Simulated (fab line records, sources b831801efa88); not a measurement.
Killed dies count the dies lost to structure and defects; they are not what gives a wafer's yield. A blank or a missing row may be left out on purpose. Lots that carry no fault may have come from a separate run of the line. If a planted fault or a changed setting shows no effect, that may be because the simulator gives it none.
Matching of chambers ; flow sky130 ; 4 sister chambers for SKY_PAD_OPEN_ETCH_07 on rie_diel-02
The step etches the open film in CF4/O2, stops on AlCu, target depth 725 nm, time 161.1 s. 8 wafers are shown with their chamber, then 7 later ones without.

## WAFERS WITH THEIR CHAMBER
wafer;chamber;drypump_motor_current_A (A);throttle_valve_pct (%)
L079.3;3;5.8;5.967
L082.6;2;5.8;5.965
L085.1;0;5.7;5.935
L085.3;2;5.8;5.963
L089.2;0;5.7;5.962
L089.4;1;4.9;5.967
L091.1;3;5.8;5.967
L091.2;1;5.0;5.955

## WAFERS WITH NO CHAMBER GIVEN
wafer;drypump_motor_current_A (A);throttle_valve_pct (%)
L091.3;5.8;5.961
L091.4;5.7;5.972
L091.5;5.8;5.983
L091.6;5.8;5.973
L096.2;5.0;5.952
L096.4;5.8;5.954
L096.6;5.6;5.968

## WHICH CHAMBER EACH WENT THROUGH
wafer;from the rows above;in truth
L091.3;can't be placed: 2 or 3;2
L091.4;can't be placed: 0 or 3 or 2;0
L091.5;can't be placed: 3 or 2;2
L091.6;can't be placed: 3 or 2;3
L096.2;1;1
L096.4;can't be placed: 2 or 3 or 0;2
L096.6;0;0
Correctly placed: 2 of 7. Cannot be placed on the basis of these rows: 5; the candidates contain the true chamber in 5. Number placed wrongly: 0.
How it was worked out, from the rows above alone: a wafer's distance from a chamber is the root of the sum, over the readings, of the square of ((its reading less the chamber's mean) divided by the reading's scatter). If the next closest chamber is less than 2 further off than the closest, the wafer can't be placed; otherwise it belongs to the closest. Each chamber's mean is taken over the wafers shown for it. How the scatter is found: for the shown wafers, subtract from each reading the mean of its chamber, square and add these, divide the total by (wafers less chambers), then take the root.
